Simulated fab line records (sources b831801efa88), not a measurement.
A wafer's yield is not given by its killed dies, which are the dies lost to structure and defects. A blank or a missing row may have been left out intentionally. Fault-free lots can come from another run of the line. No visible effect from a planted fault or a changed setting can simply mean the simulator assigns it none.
Which tool is to blame?    flow gf180mcu    Sampling: 11 lots, 33 wafers, 3 of 602 route steps

## WHAT THE GAUGES READ, wafer by wafer
GF_PSD_RS_MEAS_14: uses a four-point probe to measure.
lot   measured      on             NSD_RS (ohm/sq)
L932  day 14 18:37  film-metro-01  46.09 46.24 46.30
L933  day 14 20:35  film-metro-01  46.18 46.12 46.16
L934  day 15 11:43  film-metro-02  46.09 46.14 46.09
L935  day 15 11:56  film-metro-01  46.20 46.18 46.25
L939  day 17 03:08  film-metro-01  46.08 46.04 46.08
L942  day 18 01:07  film-metro-01  46.38 46.41 46.38
L944  day 18 22:53  film-metro-01  46.28 46.36 46.15
L946  day 19 14:14  film-metro-03  42.60 42.70 42.72 42.72 42.64 42.69
L947  day 19 17:05  film-metro-01  42.77 42.80 42.84 42.64 42.74 42.77
L953  day 21 20:28  film-metro-03  46.18 46.11 46.10
L954  day 22 06:19  film-metro-02  46.17 46.12 46.18

## EACH LOT AND THE TOOL THAT RAN IT (in order: tool; ch and the chambers of the sampled wafers; start)
lot   GF_MVSD_STRIP_10                     GF_PSD_RTA_13
L932  plasma-asher-02 ch 1, day 4 16:08    rtp-anneal-02 ch 0, day 14 18:32
L933  plasma-asher-03 ch 0,1, day 4 20:32  rtp-anneal-02 ch 0, day 14 20:30
L934  plasma-asher-03 ch 1, day 5 05:16    rtp-anneal-01 ch 0, day 15 11:37
L935  plasma-asher-02 ch 0,1, day 5 08:50  rtp-anneal-01 ch 0, day 15 11:44
L939  plasma-asher-01 ch 0,1, day 6 07:56  rtp-anneal-01 ch 0, day 17 03:02
L942  plasma-asher-01 ch 0,1, day 7 04:47  rtp-anneal-02 ch 0, day 18 00:57
L944  plasma-asher-03 ch 0,1, day 7 15:43  rtp-anneal-02 ch 0, day 18 22:47
L946  plasma-asher-01 ch 0, day 8 05:11    rtp-anneal-02 ch 0, day 19 14:09
L947  plasma-asher-01 ch 0,1, day 8 08:07  rtp-anneal-02 ch 0, day 19 17:00
L953  plasma-asher-02 ch 0,1, day 9 18:50  rtp-anneal-01 ch 0, day 21 20:22
L954  plasma-asher-01 ch 0,1, day 9 23:59  rtp-anneal-01 ch 0, day 22 06:10
- GF_MVSD_STRIP_10: strips in O2/N2.
- GF_PSD_RTA_13: time 20 s.

## THE ANSWER, worked out from the rows above alone
Rule: the lots themselves supply what counts as usual. Put in order of their means at a reading, lots are off if they are a third of the lots or fewer, leave a main group of 4 or more, and stand apart from it by a gap of 3 or more times the standard deviation of the main group's means; of several such gaps the widest counts. The tables above print the reading to a certain number of digits; a main group whose means all agree to those digits is not used. Also off: a lot with no number at a reading for which 4 or more lots have one. Any other lot the step has rows for is counted as sound.
Off: L946, L947, seen at GF_PSD_RS_MEAS_14 (NSD_RS). The main group: mean 46.19 ohm/sq, standard deviation 0.091.
A tool fits if, at a process step before that reading, it ran every lot that is off, and no sound lot after the first of them. The gauges at GF_PSD_RS_MEAS_14 are tried like those tools. One fits: GF_PSD_RTA_13 on rtp-anneal-02. Its last sound lot is L944 (day 18 22:47), its first lot that is off L946 (day 19 14:09): a fault that began between those two fits.

## WHAT THE SIMULATOR HAD INSERTED
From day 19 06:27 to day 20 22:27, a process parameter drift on rtp-anneal-02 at GF_PSD_RTA_13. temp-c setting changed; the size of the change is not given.
Shown lots that were struck: L946, L947. This agrees with what the rule above found.
